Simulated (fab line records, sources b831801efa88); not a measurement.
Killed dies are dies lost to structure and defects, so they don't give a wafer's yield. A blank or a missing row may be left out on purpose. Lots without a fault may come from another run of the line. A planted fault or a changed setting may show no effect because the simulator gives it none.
Chamber matching | flow gf180mcu | GF_V5_ETCH_16 on rie_diel-01: 4 sister chambers
The step etches BARC in N2/H2. 16 wafers are shown with their chamber, then 8 later ones without.

WAFERS WITH THEIR CHAMBER
wafer  | chamber | drypump_motor_current_A (A) | rf_fwd_power_W (W) | throttle_valve_pct (%)
L238.2 | 1       | 6.0                         | 497.5              | 13.228
L238.4 | 0       | 5.6                         | 499.2              | 13.226
L238.6 | 3       | 6.4                         | 496.7              | 13.232
L242.1 | 2       | 4.9                         | 496.0              | 13.230
L242.4 | 1       | 6.0                         | 493.8              | 13.212
L242.5 | 2       | 4.9                         | 495.6              | 13.199
L253.4 | 0       | 5.6                         | 496.8              | 13.224
L253.5 | 1       | 6.1                         | 496.3              | 13.225
L253.6 | 2       | 4.9                         | 494.9              | 13.220
L254.2 | 0       | 5.6                         | 495.9              | 13.234
L254.5 | 2       | 4.9                         | 497.0              | 13.222
L254.6 | 1       | 6.0                         | 494.1              | 13.223
L255.1 | 1       | 6.0                         | 492.5              | 13.223
L255.5 | 3       | 6.4                         | 497.3              | 13.223
L255.6 | 2       | 4.9                         | 493.5              | 13.232
L256.3 | 3       | 6.4                         | 494.7              | 13.223

SIGNATURES (means of the wafers above)
reading                 | chamber 0 | chamber 1 | chamber 2 | chamber 3 | scatter within a chamber
drypump_motor_current_A | 5.600     | 6.020     | 4.900     | 6.400     | 0.0258
rf_fwd_power_W          | 497.300   | 494.840   | 495.400   | 496.233   | 1.65
throttle_valve_pct      | 13.22800  | 13.22220  | 13.22060  | 13.22600  | 0.00887
Rule: a wafer's distance from a chamber is the root of the sum, over the readings, of the square of ((its reading less the chamber's mean) divided by the reading's scatter). The wafer belongs to the nearest chamber; if the next one is less than 2 further off, it can't be placed. The scatter: the root of (the sum of the squares of (reading less its chamber's mean) over the shown wafers, divided by (wafers less chambers)).

WAFERS WITHOUT THEIR CHAMBER
wafer  | drypump_motor_current_A (A) | rf_fwd_power_W (W) | throttle_valve_pct (%)
L256.5 | 6.1                         | 496.6              | 13.220
L256.6 | 4.9                         | 491.7              | 13.237
L258.3 | 4.9                         | 494.5              | 13.230
L258.5 | 6.4                         | 498.3              | 13.236
L258.6 | 4.9                         | 493.9              | 13.222
L260.3 | 6.4                         | 496.2              | 13.232
L260.5 | 6.4                         | 497.0              | 13.211
L260.6 | 4.9                         | 496.1              | 13.229

WHICH CHAMBER EACH WENT THROUGH
wafer  | from the rows above | in truth
L256.5 | 1                   | 1
L256.6 | 2                   | 2
L258.3 | 2                   | 2
L258.5 | 3                   | 3
L258.6 | 2                   | 2
L260.3 | 3                   | 3
L260.5 | 3                   | 3
L260.6 | 2                   | 2
Placed correctly: 8 of 8. Can't be placed from these rows: 0. Placed wrongly: 0.
